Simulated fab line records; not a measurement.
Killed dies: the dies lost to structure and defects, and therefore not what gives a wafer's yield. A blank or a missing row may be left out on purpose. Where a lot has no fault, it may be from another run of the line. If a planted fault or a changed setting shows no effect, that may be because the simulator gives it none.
fab line records	flow sky130
record: lots: 7	wafers: 21	last_day: 50
route steps=708 shown POLY_GATE@219
lots that met no fault: taken from a fault-free run of the same line
start_h: hours from the record's first day to the start of the lot's first wafer shown	wait_h: time in hours since the lot's previous step	" as in the row above	L1.1+2: a single row standing in for several wafers	- no value, or no start was given	* or withheld: withheld	< > ~ a bound
route shown NAME@n: names a module that has steps shown in the file, with the first one's number in the route	usual: mean/standard deviation taken from wafers without a fault	same: alike in all rows	chamber/n: place in a boat	sites: each site's reading	_std_site: standard deviation of those values	_edge_site: outer sites' mean less inner sites'	radius_mm: how far each site lies from the wafer's centre	mask NAME#n: copy n	behind: the tool/chamber that last shaped the wafer	hold: why the lot went on hold/how many hours it stayed there/how the hold came to an end	device: whichever transistor did not switch (one of n, p or np)	end of line: tests run on the same wafers once the route is complete	a step without rows: its recipe alone	killed: not the wafer's yield, but the dies lost to structure and defects at the first sort	map: a wafer's dies, x killed, . not, _ none there
set.NAME: the run value of the setting; set.NAME@STEP: its run value at that earlier step	model.NAME: the simulator's own value behind a step, which no gauge read
lots seen at some steps along the route; tables by step, rows by wafer
services: a tool's chamber out of use, with start hour (start_h, from the record's first day; less than 0 if before it), hours out, and reason
== steps ==
step: SKY_POLY_GATE_DEHYDRATE_05
recipe: temp_c: 200	time_s: 60
step: SKY_POLY_GATE_HMDS_06
recipe: prime_time_s: 60	prime_temp_c: 120
step: SKY_POLY_GATE_COAT_07
recipe: resist: BARC	temp_c: withheld	time_s: withheld	spin_rpm: 3000	resist_thk_nm: 110
step: SKY_POLY_GATE_COAT_08
recipe: resist: KrF-thick	spin_rpm: 3000	resist_thk_nm: 450
step: SKY_POLY_GATE_SOFTBAKE_09
recipe: temp_c: 100	time_s: 90	resist: KrF-thick
step: SKY_POLY_GATE_EXPOSE_10
recipe: mask_id: P1M	na: 0.68	source_shape: conventional	sigma_outer: 0.6	target_cd_nm: 150	dose_mj: 28
step: SKY_POLY_GATE_PEB_11
recipe: peb_temp_c: withheld	peb_time_s: withheld	resist: KrF-thick
step: SKY_POLY_GATE_DEVELOP_12
recipe: develop_time_s: 60	resist: KrF-thick	dev_temp_c: 22.08
step: SKY_POLY_GATE_CD_MEAS_13
recipe: target_cd_nm: 150
usual: cd_nm: 149.6/1.4
lot.wafer	tool	chamber	start_h	wait_h	cd_nm
L699.2	cd_sem-01	-	471.68	-	150.4
L699.3	"	-	"	"	151.4
L699.5	"	-	"	"	151.5
L703.3	cd_sem-01	-	510.55	-	147.9
L703.5	"	-	"	"	149.2
L703.6	"	-	"	"	146.4
L704.3	cd_sem-02	-	517.82	-	150.9
L704.4	"	-	"	"	148.7
L704.6	"	-	"	"	149.6
L705.1	cd_sem-02	-	524.13	-	149.7
L705.3	"	-	"	"	149.5
L705.6	"	-	"	"	149.0
L709.2	cd_sem-01	-	552.80	-	151.3
L709.3	"	-	"	"	150.1
L709.4	"	-	"	"	149.5
L711.2	cd_sem-02	-	562.03	-	148.3
L711.3	"	-	"	"	150.7
L711.4	"	-	"	"	150.1
L712.1	cd_sem-02	-	568.43	-	151.4
L712.3	"	-	"	"	149.8
L712.4	"	-	"	"	149.3
step: SKY_POLY_GATE_OVL_MEAS_14
usual: POLY_GATE_OVL: -1/5
lot.wafer	tool	chamber	start_h	wait_h	POLY_GATE_OVL[nm]
L699.2	overlay-01	-	471.78	0.1	0
L699.3	"	-	"	"	3
L699.5	"	-	"	"	4
L703.3	overlay-02	-	510.64	0.1	5
L703.5	"	-	"	"	1
L703.6	"	-	"	"	5
L704.3	overlay-01	-	517.91	0.1	2
L704.4	"	-	"	"	0
L704.6	"	-	"	"	5
L705.1	overlay-02	-	524.25	0.1	-10
L705.3	"	-	"	"	-8
L705.6	"	-	"	"	4
L709.2	overlay-01	-	552.91	0.1	-5
L709.3	"	-	"	"	-2
L709.4	"	-	"	"	7
L711.2	overlay-02	-	562.13	0.1	-2
L711.3	"	-	"	"	-11
L711.4	"	-	"	"	-5
L712.1	overlay-02	-	568.55	0.1	2
L712.3	"	-	"	"	4
L712.4	"	-	"	"	0
step: SKY_POLY_GATE_ETCH_15
recipe: chemistry: N2/H2	target: BARC	ion_energy_ev: 200	source_w: 500	bias_w: 100	pressure_mtorr: 30	n2_flow_sccm: 100	h2_flow_sccm: 200	stop_on: SiO2	time_s: 118.5	target_depth_a: 1100
usual: bias_w: 100.03/0.28	chamber_pressure_mTorr: 29.996/0.027	drypump_motor_current_A: 5.6/0.57	h2_flow_sccm: 200.1/0.65	oes_product_au: 0.716/0.0041	throttle_valve_pct: 13.214/0.0076
lot.wafer	tool	chamber	start_h	wait_h	bias_w	chamber_pressure_mTorr	drypump_motor_current_A	h2_flow_sccm	oes_product_au	rf_hours_counter_h	throttle_valve_pct
L699.2	rie_diel-01	3	471.81	0.0	100.35	30.009	5.4	199.4	0.709	12	13.208
L699.3	"	2	"	"	100.01	29.999	5.1	199.3	0.712	18	13.209
L699.5	"	1	"	"	100.18	30.004	5.2	200.8	0.715	-	13.210
L703.3	rie_diel-01	1	510.66	0.0	99.99	30.006	5.2	199.6	0.723	5	13.221
L703.5	"	1	"	"	100.07	30.024	5.2	201.1	0.715	-	13.205
L703.6	"	0	"	"	99.92	30.010	6.5	202.3	0.715	-	13.218
L704.3	rie_diel-01	3	517.94	0.0	100.10	30.051	5.5	200.1	0.719	13	13.223
L704.4	"	1	"	"	99.64	29.964	5.2	199.4	0.707	6	13.220
L704.6	"	3	"	"	100.10	29.962	5.4	200.5	0.719	-	13.212
L705.1	rie_diel-03	0	524.29	0.0	99.85	29.992	4.7	201.0	0.713	9	13.207
L705.3	"	1	"	"	100.34	30.010	4.7	199.0	0.714	81	13.222
L705.6	"	1	"	"	99.86	30.043	4.7	199.1	0.714	-	13.205
L709.2	rie_diel-03	3	552.94	0.0	100.40	30.028	5.9	200.5	0.716	22	13.226
L709.3	"	0	"	"	100.43	29.981	4.7	200.6	0.719	9	13.206
L709.4	"	2	"	"	100.55	29.956	5.5	199.5	0.712	-	13.212
L711.2	rie_diel-01	2	562.16	0.0	100.18	30.020	5.2	199.3	0.717	20	13.218
L711.3	"	1	"	"	100.27	29.972	5.2	199.3	0.722	6	13.213
L711.4	"	3	"	"	100.53	29.969	5.4	200.8	0.719	14	13.211
L712.1	rie_diel-04	2	568.59	0.0	100.03	30.023	6.3	199.7	0.722	8	13.229
L712.3	"	1	"	"	99.95	29.960	6.1	200.1	0.718	35	13.213
L712.4	"	0	"	"	99.73	29.946	6.0	200.4	0.725	20	13.211
step: SKY_POLY_GATE_ETCH_16
recipe: stop_on: poly-Si	chemistry: CH3F/O2	target: Si3N4	source_w: 400	bias_w: 80	pressure_mtorr: 25	ch3f_flow_sccm: 40	O2_flow_sccm: 30	time_s: 147.5	target_depth_a: 750
usual: O2_flow_sccm: 29.99/0.088	bias_w: 80.00/0.24	drypump_motor_current_A: 5.6/0.57	oes_product_au: 0.641/0.0056	throttle_valve_pct: 10.534/0.0087
lot.wafer	tool	chamber	start_h	wait_h	O2_flow_sccm	bias_w	drypump_motor_current_A	oes_product_au	rf_hours_counter_h	throttle_valve_pct
L699.2	rie_diel-01	3	471.90	0.0	30.11	80.09	5.5	0.651	12	10.523
L699.3	"	2	"	"	29.97	79.89	5.1	0.653	18	10.533
L699.5	"	1	"	"	29.91	79.74	5.2	0.640	-	10.533
L703.3	rie_diel-01	1	510.75	0.0	30.08	80.09	5.2	0.645	5	10.536
L703.5	"	1	"	"	29.89	80.22	5.2	0.644	-	10.533
L703.6	"	0	"	"	30.01	79.85	6.5	0.640	-	10.524
L704.3	rie_diel-01	3	518.02	0.0	29.96	79.55	5.4	0.638	13	10.545
L704.4	"	1	"	"	29.96	80.00	5.1	0.644	6	10.524
L704.6	"	3	"	"	30.10	79.65	5.4	0.643	-	10.537
L705.1	rie_diel-03	0	524.37	0.0	29.96	80.11	4.7	0.636	9	10.523
L705.3	"	1	"	"	30.07	79.86	4.7	0.642	81	10.535
L705.6	"	1	"	"	30.01	79.50	4.7	0.638	-	10.540
L709.2	rie_diel-03	3	553.02	0.0	30.09	80.52	6.0	0.641	22	10.532
L709.3	"	0	"	"	30.16	79.71	4.7	0.649	10	10.534
L709.4	"	2	"	"	29.81	80.51	5.5	0.633	-	10.534
L711.2	rie_diel-01	2	562.25	0.0	29.95	79.63	5.1	0.642	20	10.526
L711.3	"	1	"	"	29.94	79.83	5.2	0.648	6	10.532
L711.4	"	3	"	"	29.99	79.95	5.4	0.643	14	10.544
L712.1	rie_diel-04	2	568.67	0.0	29.80	80.07	6.3	0.638	8	10.537
L712.3	"	1	"	"	30.04	80.27	6.0	0.641	35	10.520
L712.4	"	0	"	"	30.11	80.05	5.9	0.647	20	10.552
step: SKY_POLY_GATE_ETCH_17
recipe: target_depth_nm: 180	stop_on: SiO2	over_etch_frac: 0.56667	chemistry: HBr/Cl2	target: poly-Si	icp_w: 400	bias_w: 100	pressure_mtorr: 10	HBr_flow_sccm: 150	Cl2_flow_sccm: 50	time_s: 70.5
usual: HBr_flow_sccm: 150.0/0.46	bias_w: 99.98/0.28	drypump_motor_current_A: 5.6/0.46	oes_product_au: 0.989/0.006	throttle_valve_pct: 33.684/0.0095
lot.wafer	tool	chamber	start_h	wait_h	HBr_flow_sccm	bias_w	drypump_motor_current_A	oes_product_au	rf_hours_counter_h	throttle_valve_pct	model.KrF-thick_of_POLY_GATE_COAT_08.thk_nm
L699.2	rie_si-02	1	472.00	0.0	149.9	100.77	5.6	1.008	7	33.688	139.7
L699.3	"	2	"	"	149.9	99.94	6.4	0.988	2	33.699	139.8
L699.5	"	0	"	"	150.0	99.68	5.3	0.987	-	33.689	138.9
L703.3	rie_si-01	3	510.84	0.0	-	-	-	-	-	-	234.4
L703.5	"	0	"	"	-	-	-	-	-	-	234.7
L703.6	"	3	"	"	-	-	-	-	-	-	238.2
L704.3	rie_si-02	0	518.12	0.0	-	-	-	-	-	-	236
L704.4	"	2	"	"	-	-	-	-	-	-	233.7
L704.6	"	3	"	"	-	-	-	-	-	-	233.6
L705.1	rie_si-01	2	524.47	0.0	-	-	-	-	-	-	234
L705.3	"	0	"	"	-	-	-	-	-	-	236
L705.6	"	0	"	"	-	-	-	-	-	-	235.1
L709.2	rie_si-01	0	553.12	0.0	150.1	100.36	5.2	0.991	5	33.680	136.9
L709.3	"	2	"	"	150.5	99.96	5.3	0.989	3	33.684	139.4
L709.4	"	3	"	"	149.0	100.45	5.8	0.988	-	33.677	138.9
L711.2	rie_si-02	0	562.34	0.0	149.5	100.02	5.3	0.984	0	33.676	140.2
L711.3	"	1	"	"	149.7	99.77	5.6	0.987	7	33.674	141.5
L711.4	"	3	"	"	150.6	99.59	5.3	0.984	3	33.682	141.3
L712.1	rie_si-02	1	568.77	0.0	150.6	100.04	5.6	0.993	7	33.690	140.2
L712.3	"	0	"	"	150.4	99.58	5.3	0.995	0	33.675	139.6
L712.4	"	2	"	"	150.5	100.05	6.4	0.982	2	33.685	141.1
step: SKY_POLY_GATE_STRIP_18
recipe: chemistry: O2/N2	power_w: 1400	pressure_mtorr: 1500	platen_temp_c: withheld	o2_flow_sccm: 3000	n2_flow_sccm: 300	overash_fraction: 0.5
usual: drypump_motor_current_A: 5.77/0.19	oes_product_au: 0.361/0.0043	strip_time_to_endpoint_s: 3.183/0.028
lot.wafer	tool	chamber	start_h	wait_h	drypump_motor_current_A	oes_product_au	rf_hours_counter_h	strip_time_to_endpoint_s
L699.2	plasma_asher-02	1	472.05	0.0	5.87	0.354	67	3.155
L699.3	"	1	"	"	5.90	0.358	-	3.178
L699.5	"	1	"	"	5.93	0.355	-	3.156
L703.3	plasma_asher-02	0	510.93	0.1	5.53	0.406	-	4.212
L703.5	"	0	"	"	5.50	0.403	-	4.196
L703.6	"	1	"	"	5.93	0.413	-	4.239
L704.3	plasma_asher-03	1	518.21	0.1	5.54	0.400	-	4.211
L704.4	"	0	"	"	6.05	0.399	-	4.189
L704.6	"	1	"	"	5.56	0.400	-	4.172
L705.1	plasma_asher-02	1	524.52	0.0	5.87	0.407	72	4.198
L705.3	"	1	"	"	5.88	0.407	-	4.212
L705.6	"	1	"	"	5.91	0.404	-	4.209
L709.2	plasma_asher-01	1	553.17	0.0	5.76	0.361	84	3.137
L709.3	"	0	"	"	5.82	0.361	-	3.155
L709.4	"	1	"	"	5.77	0.361	-	3.163
L711.2	plasma_asher-02	0	562.40	0.0	5.53	0.351	76	3.175
L711.3	"	0	"	"	5.52	0.366	-	3.181
L711.4	"	1	"	"	5.91	0.360	-	3.172
L712.1	plasma_asher-01	0	568.82	0.0	5.82	0.357	86	3.157
L712.3	"	1	"	"	5.78	0.364	-	3.178
L712.4	"	0	"	"	5.84	0.361	-	3.175
step: SKY_POLY_GATE_CLEAN_19
recipe: chemistry: SC1/SC2	mix: 1:4:20	temp_c: 70	time_s: 150	dry: n2_spin
== services ==
tool	chamber	start_h	hours	kind
rie_si-02	3	467.55	4.8	repair
plasma_asher-01	-	467.58	2.9	repair
rie_si-01	-	468.08	4.3	pm
plasma_asher-01	-	472.70	2.8	repair
rie_si-01	1	474.15	18.4	repair
rie_si-02	0	494.75	-	clean
rie_si-02	0	494.75	19.3	scheduled_down
rie_si-02	0	494.75	19.3	vent_cycle
rie_diel-04	1	507.08	10.8	repair
plasma_asher-01	-	511.13	0.3	repair
rie_si-02	1	520.48	7.3	repair
rie_si-01	1	533.92	3.3	repair
rie_diel-03	0	535.59	3.1	repair
rie_diel-01	3	537.01	10.5	repair
plasma_asher-01	-	542.79	3.3	repair
rie_diel-03	1	546.17	-	clean
rie_diel-03	1	546.17	28.3	scheduled_down
rie_diel-03	1	546.17	28.3	vent_cycle
rie_diel-04	-	549.27	2.6	repair
rie_si-01	1	549.97	37.4	repair
rie_si-01	3	555.13	24.5	repair
plasma_asher-03	-	561.19	14.6	pm
== key ==
first_sign: step: SKY_POLY_GATE_ETCH_17	reading: tool_record	direction: missing
effect: step: SKY_POLY_GATE_STRIP_18	reading: strip_time_to_endpoint_s	direction: up	sigmas: 36	usual: *	struck: *
model_effect: step: SKY_POLY_GATE_ETCH_17	value: KrF-thick_of_POLY_GATE_COAT_08.thk_nm	without: 140.7	struck: 235.1
met_at SKY_POLY_GATE_ETCH_17
struck_wafers L703.3,L703.5,L703.6,L704.3,L704.4,L704.6,L705.1,L705.3,L705.6
later_rows_left_out L703.3,L703.5,L703.6,L704.3,L704.4,L704.6,L705.1,L705.3,L705.6
sort_left_out L703.3,L703.5,L703.6,L704.3,L704.4,L704.6,L705.1,L705.3,L705.6
tester_left_out L703,L704,L705
onset_between 472.00 510.84
fault: kind: skipped_step_whole	tool: rie_si-01,rie_si-02	chamber: -	onset_h: 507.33	steps: SKY_POLY_GATE_ETCH_17	scope: struck_lots_only
tester_left_out: of these lots the tester's yield and bins aren't shown, on N5 and GAA mostly nor the transistor test; their killed dies are dies lost to structure and defects alone, not to doping, threshold or leakage, so they don't give the yield
sort_left_out: the simulated sort isn't trusted on such a fault, so these wafers' sort isn't shown, and their yield isn't known
later_rows_left_out: the simulator's readings of these wafers behind a module that went badly wrong aren't trusted and aren't shown, but for the sort
